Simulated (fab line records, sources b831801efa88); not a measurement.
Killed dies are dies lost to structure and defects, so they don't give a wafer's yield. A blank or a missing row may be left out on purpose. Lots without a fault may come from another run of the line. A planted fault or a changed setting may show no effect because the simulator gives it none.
fab line records | flow sky130
record lots=5 wafers=15 last_day=49
route steps=708 shown VT_ADJUST_LVTN@113 VT_ADJUST_NCORE@119 VT_ADJUST_HVTR@131
lots that met no fault: from a run of the same line without faults
start_h: hours from the record's first day to the start of the lot's first wafer shown | wait_h: hours since the lot's step before | " the same as in the row above | L1.1+2: a row that stands for several wafers | - no value, or no start given | * or withheld: withheld | < > ~ a bound
route shown NAME@n: a module of which the file shows steps, and the number in the route of the first | usual: mean/standard deviation of fault-free wafers | same: alike in all rows | chamber/n: place in a boat | sites: the reading at each site | _std_site: their standard deviation | _edge_site: outer sites' mean less inner sites' | radius_mm: how far each site lies from the wafer's centre | mask NAME#n: copy n | behind: the tool/chamber that last shaped the wafer | hold: why the lot was held/for how many hours/how that ended | device: the transistor (n, p or np) that didn't switch | end of line: the same wafers' tests at the end of the route | a step without rows: its recipe alone | killed: dies lost to structure and defects at the first sort, not the wafer's yield | map: a wafer's dies, x killed, . not, _ none there
set.NAME: the setting as run; set.NAME@STEP: as run at that earlier step | model.NAME: the simulator's own value behind a step, which no gauge read
lots at some steps of the route; a table a step, a row a wafer
services: from which hour (start_h, from the record's first day; less than 0 if before it) a tool's chamber was out of use, for how many hours, and why
## steps
# step SKY_VT_ADJUST_LVTN_PEB_16
# recipe temp_c=withheld time_s=* resist=NOVOLAK
# columns lot.wafer tool chamber start_h wait_h
L074.1+2+4 litho_track-03 0 - -
L083.1+4+5 litho_track-03 0 - -
L089.1+3+4 litho_track-04 0 - -
L091.1+2+6 litho_track-04 0 - -
L092.1+2+6 litho_track-02 0 - -
# step SKY_VT_ADJUST_LVTN_DEVELOP_17
# recipe resist=NOVOLAK developer=TMAH develop_time_s=60 dev_temp_c=23
# columns lot.wafer tool chamber start_h wait_h
L074.1+2+4 litho_track-03 0 166.05 0.1
L083.1+4+5 litho_track-03 0 223.20 0.1
L089.1+3+4 litho_track-04 0 267.28 0.1
L091.1+2+6 litho_track-04 0 274.08 0.1
L092.1+2+6 litho_track-02 0 281.74 0.1
# step SKY_VT_ADJUST_LVTN_OVL_MEAS_18
# usual VT_ADJUST_LVTN_01_OVL=0.7/1.2
# columns lot.wafer tool chamber start_h wait_h VT_ADJUST_LVTN_01_OVL[nm]
L074.1 overlay-01 - 166.20 0.1 -0.5
L074.2 " - " " 0.5
L074.4 " - " " -0.2
L083.1 overlay-01 - 223.35 0.1 -0.8
L083.4 " - " " -1.2
L083.5 " - " " -0.3
L089.1 overlay-02 - 267.43 0.1 0.4
L089.3 " - " " -0.1
L089.4 " - " " -1.5
L091.1 overlay-02 - 274.23 0.1 2.7
L091.2 " - " " -1.8
L091.6 " - " " 1.8
L092.1 overlay-02 - 281.89 0.1 0.5
L092.2 " - " " 1.7
L092.6 " - " " 3.3
# step SKY_VT_ADJUST_LVTN_IMPLANT_19
# recipe species=B energy_kev=30 dose_cm2=6.5e+11 tilt_deg=withheld
# usual faraday_current_uA=3.67/0.07
# columns lot.wafer tool chamber start_h wait_h faraday_current_uA
L074.1 implanter-03 0 166.24 0.0 3.70
L074.2 " 0 " " 3.68
L074.4 " 0 " " 3.51
L083.1 implanter-03 0 223.39 0.0 3.62
L083.4 " 0 " " 3.69
L083.5 " 0 " " 3.71
L089.1 implanter-02 0 267.46 0.0 3.67
L089.3 " 0 " " 3.73
L089.4 " 0 " " 3.65
L091.1 implanter-01 0 274.26 0.0 3.72
L091.2 " 0 " " 3.60
L091.6 " 0 " " 3.63
L092.1 implanter-02 0 281.93 0.0 3.64
L092.2 " 0 " " 3.76
L092.6 " 0 " " 3.62
# step SKY_VT_ADJUST_LVTN_STRIP_20
# recipe chemistry=O2/N2 power_w=1400 pressure_mtorr=1500 platen_temp_c=withheld o2_flow_sccm=3000 n2_flow_sccm=300 overash_fraction=0.5
# usual drypump_motor_current_A=5.4/0.41 oes_product_au=0.716/0.0048 strip_time_to_endpoint_s=14.17/0.041
# columns lot.wafer tool chamber start_h wait_h drypump_motor_current_A oes_product_au rf_hours_counter_h strip_time_to_endpoint_s
L074.1 plasma_asher-01 0 166.39 0.1 6.0 0.717 49 14.18
L074.2 " 1 " " 5.9 0.707 49 14.13
L074.4 " 1 " " 6.0 0.715 - 14.12
L083.1 plasma_asher-01 0 223.54 0.1 5.9 0.710 55 14.15
L083.4 " 0 " " 5.9 0.714 - 14.10
L083.5 " 1 " " 6.0 0.711 - 14.16
L089.1 plasma_asher-01 1 267.61 0.1 6.0 0.717 59 14.18
L089.3 " 1 " " 6.0 0.723 - 14.17
L089.4 " 0 " " 6.0 0.715 - 14.22
L091.1 plasma_asher-04 0 274.41 0.1 5.7 0.718 16 14.16
L091.2 " 1 " " 5.6 0.716 16 14.16
L091.6 " 0 " " 5.7 0.713 - 14.14
L092.1 plasma_asher-03 1 282.08 0.1 5.2 0.720 44 14.10
L092.2 " 0 " " 4.9 0.717 44 14.11
L092.6 " 0 " " 4.9 0.717 - 14.13
# step SKY_VT_ADJUST_LVTN_TW_MEAS_21
# usual VT_ADJUST_LVTN_2_TW=186.0/0.94
# columns lot.wafer tool chamber start_h wait_h VT_ADJUST_LVTN_2_TW
L074.1 film_metro-04 - 166.49 0.1 185.8
L074.2 " - " " 186.5
L074.4 " - " " 185.4
L083.1 film_metro-04 - 223.64 0.1 187.1
L083.4 " - " " 186.6
L083.5 " - " " 186.6
L089.1 film_metro-04 - 267.71 0.1 185.9
L089.3 " - " " 186.4
L089.4 " - " " 186.1
L091.1 film_metro-02 - 274.51 0.1 185.5
L091.2 " - " " 185.3
L091.6 " - " " 185.6
L092.1 film_metro-03 - 282.18 0.1 187.2
L092.2 " - " " 185.6
L092.6 " - " " 185.6
# step SKY_VT_ADJUST_NCORE_DEHYDRATE_00
# recipe temp_c=200 time_s=60
# columns lot.wafer tool chamber start_h wait_h
L074.1+2+4 litho_track-02 0 175.64 9.1
L083.1+4+5 litho_track-02 0 234.49 10.8
L089.1+3+4 litho_track-01 0 279.35 11.6
L091.1+2+6 litho_track-03 0 286.45 11.9
L092.1+2+6 litho_track-02 0 293.99 11.8
# step SKY_VT_ADJUST_NCORE_HMDS_01
# recipe prime_time_s=60 prime_temp_c=120
# columns lot.wafer tool chamber start_h wait_h
L074.1+2+4 litho_track-02 0 175.79 0.1
L083.1+4+5 litho_track-02 0 234.64 0.1
L089.1+3+4 litho_track-01 0 279.50 0.1
L091.1+2+6 litho_track-03 0 286.60 0.1
L092.1+2+6 litho_track-02 0 294.14 0.1
# step SKY_VT_ADJUST_NCORE_COAT_02
# recipe resist=NOVOLAK spin_rpm=3000 resist_thk_nm=1140
# columns lot.wafer tool chamber start_h wait_h
L074.1+2+4 litho_track-02 0 175.94 0.1
L083.1+4+5 litho_track-02 0 234.79 0.1
L089.1+3+4 litho_track-01 0 279.65 0.1
L091.1+2+6 litho_track-03 0 286.75 0.1
L092.1+2+6 litho_track-02 0 294.29 0.1
# step SKY_VT_ADJUST_NCORE_SOFTBAKE_03
# recipe temp_c=90 time_s=60 resist=NOVOLAK
# columns lot.wafer tool chamber start_h wait_h
L074.1+2+4 litho_track-02 0 176.09 0.1
L083.1+4+5 litho_track-02 0 234.94 0.1
L089.1+3+4 litho_track-01 0 279.80 0.1
L091.1+2+6 litho_track-03 0 286.90 0.1
L092.1+2+6 litho_track-02 0 294.44 0.1
# step SKY_VT_ADJUST_NCORE_EXPOSE_04
# recipe mask_id=LVTN_COMPLEMENT_THIN na=0.6 source_shape=conventional sigma_outer=0.6 polarization=unpolarized target_cd_nm=380 dose_mj=139
# columns lot.wafer tool chamber start_h wait_h mask
L074.1+2+4 iline_stepper-02 0 - - LVTN_COMPLEMENT_THIN#0
L083.1+4+5 iline_stepper-01 0 - - LVTN_COMPLEMENT_THIN#0
L089.1+3+4 iline_stepper-02 0 - - LVTN_COMPLEMENT_THIN#0
L091.1+2+6 iline_stepper-02 0 - - LVTN_COMPLEMENT_THIN#0
L092.1+2+6 iline_stepper-01 0 - - LVTN_COMPLEMENT_THIN#0
# step SKY_VT_ADJUST_NCORE_PEB_05
# recipe temp_c=withheld time_s=* resist=NOVOLAK
# columns lot.wafer tool chamber start_h wait_h
L074.1+2+4 litho_track-01 0 - -
L083.1+4+5 litho_track-01 0 - -
L089.1+3+4 litho_track-01 0 - -
L091.1+2+6 litho_track-01 0 - -
L092.1+2+6 litho_track-03 0 - -
# step SKY_VT_ADJUST_NCORE_DEVELOP_06
# recipe resist=NOVOLAK developer=TMAH develop_time_s=60 dev_temp_c=23
# columns lot.wafer tool chamber start_h wait_h
L074.1+2+4 litho_track-01 0 186.30 0.1
L083.1+4+5 litho_track-01 0 246.00 0.1
L089.1+3+4 litho_track-01 0 292.50 0.1
L091.1+2+6 litho_track-01 0 299.30 0.1
L092.1+2+6 litho_track-03 0 307.00 0.1
# step SKY_VT_ADJUST_NCORE_CD_MEAS_07
# recipe target_cd_nm=380
# usual cd_nm=379.1/2.1
# columns lot.wafer tool chamber start_h wait_h cd_nm
L074.1 cd_sem-02 - 186.45 0.1 376.0
L074.2 " - " " 378.8
L074.4 " - " " 376.5
L083.1 cd_sem-01 - 246.15 0.1 376.8
L083.4 " - " " 377.0
L083.5 " - " " 375.5
L089.1 cd_sem-01 - 292.65 0.1 375.1
L089.3 " - " " 379.0
L089.4 " - " " 376.4
L091.1 cd_sem-02 - 299.45 0.1 377.5
L091.2 " - " " 376.0
L091.6 " - " " 378.2
L092.1 cd_sem-02 - 307.15 0.1 379.3
L092.2 " - " " 378.8
L092.6 " - " " 378.3
# step SKY_VT_ADJUST_NCORE_OVL_MEAS_08
# usual VT_ADJUST_NCORE_OVL=-0.4/1.4
# columns lot.wafer tool chamber start_h wait_h VT_ADJUST_NCORE_OVL[nm]
L074.1 overlay-01 - 186.57 0.1 -1.3
L074.2 " - " " 0.0
L074.4 " - " " 0.1
L083.1 overlay-02 - 246.27 0.1 -1.5
L083.4 " - " " -0.5
L083.5 " - " " 0.2
L089.1 overlay-02 - 292.77 0.1 -0.1
L089.3 " - " " -1.0
L089.4 " - " " -0.1
L091.1 overlay-02 - 299.57 0.1 2.5
L091.2 " - " " 2.5
L091.6 " - " " 1.6
L092.1 overlay-01 - 307.27 0.1 -0.2
L092.2 " - " " 0.8
L092.6 " - " " 0.1
# step SKY_VT_ADJUST_NCORE_IMPLANT_09
# recipe species=B energy_kev=10 dose_cm2=2.4e+12 tilt_deg=withheld
# usual faraday_current_uA=13.55/0.27
# columns lot.wafer tool chamber start_h wait_h faraday_current_uA
L074.1 implanter-04 0 186.60 0.0 13.67
L074.2 " 0 " " 13.51
L074.4 " 0 " " 13.44
L083.1 implanter-01 0 246.30 0.0 13.59
L083.4 " 0 " " 13.03
L083.5 " 0 " " 13.20
L089.1 implanter-04 0 292.80 0.0 13.20
L089.3 " 0 " " 13.97
L089.4 " 0 " " 13.66
L091.1 implanter-02 0 299.60 0.0 13.69
L091.2 " 0 " " 13.67
L091.6 " 0 " " 13.73
L092.1 implanter-04 0 307.31 0.0 13.86
L092.2 " 0 " " 13.49
L092.6 " 0 " " 13.43
# step SKY_VT_ADJUST_NCORE_STRIP_10
# recipe chemistry=O2/N2 power_w=1400 pressure_mtorr=1500 platen_temp_c=withheld o2_flow_sccm=3000 n2_flow_sccm=300 overash_fraction=0.5
# usual drypump_motor_current_A=5.3/0.32 oes_product_au=0.716/0.0049 strip_time_to_endpoint_s=14.18/0.05
# columns lot.wafer tool chamber start_h wait_h drypump_motor_current_A oes_product_au rf_hours_counter_h strip_time_to_endpoint_s
L074.1 plasma_asher-02 1 186.75 0.1 5.6 0.716 53 14.04
L074.2 " 0 " " 5.8 0.715 53 14.06
L074.4 " 1 " " 5.6 0.715 - 14.06
L083.1 plasma_asher-03 0 246.45 0.1 4.9 0.713 41 14.23
L083.4 " 0 " " 4.9 0.711 - 14.24
L083.5 " 1 " " 5.3 0.718 - 14.24
L089.1 plasma_asher-03 1 292.95 0.1 5.2 0.715 45 14.15
L089.3 " 0 " " 4.9 0.714 - 14.13
L089.4 " 1 " " 5.2 0.709 - 14.13
L091.1 plasma_asher-03 0 299.75 0.1 4.9 0.712 46 14.15
L091.2 " 1 " " 5.2 0.712 46 14.16
L091.6 " 0 " " 4.9 0.711 - 14.12
L092.1 plasma_asher-03 0 307.46 0.1 4.9 0.708 47 14.17
L092.2 " 1 " " 5.3 0.722 47 14.20
L092.6 " 0 " " 4.9 0.719 - 14.20
# step SKY_VT_ADJUST_NCORE_TW_MEAS_11
# usual VT_ADJUST_NCORE_TW=216.4/1.1
# columns lot.wafer tool chamber start_h wait_h VT_ADJUST_NCORE_TW
L074.1 film_metro-03 - 186.85 0.1 217.1
L074.2 " - " " 217.9
L074.4 " - " " 218.2
L083.1 film_metro-02 - 246.55 0.1 216.7
L083.4 " - " " 216.0
L083.5 " - " " 214.4
L089.1 film_metro-03 - 293.05 0.1 216.9
L089.3 " - " " 217.3
L089.4 " - " " 215.8
L091.1 film_metro-01 - 299.85 0.1 215.8
L091.2 " - " " 216.4
L091.6 " - " " 216.3
L092.1 film_metro-01 - 307.56 0.1 215.8
L092.2 " - " " 217.8
L092.6 " - " " 216.4
# step SKY_VT_ADJUST_HVTR_DEHYDRATE_00
# recipe temp_c=200 time_s=60
# columns lot.wafer tool chamber start_h wait_h
L074.1+2+4 litho_track-04 0 196.68 9.8
L083.1+4+5 litho_track-04 0 257.83 11.3
L089.1+3+4 litho_track-01 0 304.55 11.5
L091.1+2+6 litho_track-03 0 312.15 12.3
L092.1+2+6 litho_track-03 0 319.70 12.1
# step SKY_VT_ADJUST_HVTR_HMDS_01
# recipe prime_time_s=60 prime_temp_c=120
# columns lot.wafer tool chamber start_h wait_h
L074.1+2+4 litho_track-04 0 196.83 0.1
L083.1+4+5 litho_track-04 0 257.98 0.1
L089.1+3+4 litho_track-01 0 304.70 0.1
L091.1+2+6 litho_track-03 0 312.30 0.1
L092.1+2+6 litho_track-03 0 319.85 0.1
# step SKY_VT_ADJUST_HVTR_COAT_02
# recipe resist=NOVOLAK spin_rpm=3000 resist_thk_nm=1140
# columns lot.wafer tool chamber start_h wait_h
L074.1+2+4 litho_track-04 0 196.98 0.1
L083.1+4+5 litho_track-04 0 258.13 0.1
L089.1+3+4 litho_track-01 0 304.85 0.1
L091.1+2+6 litho_track-03 0 312.45 0.1
L092.1+2+6 litho_track-03 0 320.00 0.1
# step SKY_VT_ADJUST_HVTR_SOFTBAKE_03
# recipe temp_c=90 time_s=60 resist=NOVOLAK
# columns lot.wafer tool chamber start_h wait_h
L074.1+2+4 litho_track-04 0 197.13 0.1
L083.1+4+5 litho_track-04 0 258.28 0.1
L089.1+3+4 litho_track-01 0 305.00 0.1
L091.1+2+6 litho_track-03 0 312.60 0.1
L092.1+2+6 litho_track-03 0 320.15 0.1
# step SKY_VT_ADJUST_HVTR_EXPOSE_04
# recipe mask_id=HVTRM target_cd_nm=380 na=0.6 source_shape=conventional sigma_outer=0.6 dose_mj=150
# columns lot.wafer tool chamber start_h wait_h mask
L074.1+2+4 iline_stepper-02 0 - - HVTRM#0
L083.1+4+5 iline_stepper-01 0 - - HVTRM#0
L089.1+3+4 iline_stepper-02 0 - - HVTRM#0
L091.1+2+6 iline_stepper-02 0 - - HVTRM#0
L092.1+2+6 iline_stepper-01 0 - - HVTRM#0
## services
# columns tool chamber start_h hours kind
implanter-01 - 149.44 15.7 pm
implanter-03 - 154.36 5.4 pm
plasma_asher-03 - 155.23 1.2 repair
plasma_asher-03 - 156.31 2.3 repair
implanter-03 - 166.89 2.1 repair
implanter-01 - 178.81 3.4 repair
plasma_asher-02 - 183.08 1.3 repair
implanter-01 - 188.03 0.9 repair
implanter-02 - 197.42 2.1 repair
implanter-01 - 204.37 0.5 repair
plasma_asher-03 - 220.43 4.1 repair
iline_stepper-01 - 220.87 4.4 pm
iline_stepper-02 - 228.51 20.8 repair
implanter-03 - 241.00 1.8 repair
implanter-01 - 248.10 2.3 repair
iline_stepper-02 - 254.03 1.7 pm
plasma_asher-03 - 261.82 1.4 repair
implanter-03 - 263.39 1.2 repair
iline_stepper-01 - 265.24 6.6 repair
implanter-01 - 265.62 8.4 repair
iline_stepper-02 - 297.89 3.7 repair
implanter-02 - 301.66 3.0 repair
implanter-02 - 304.62 3.6 pm
implanter-02 - 309.41 1.6 repair
## key
fault none
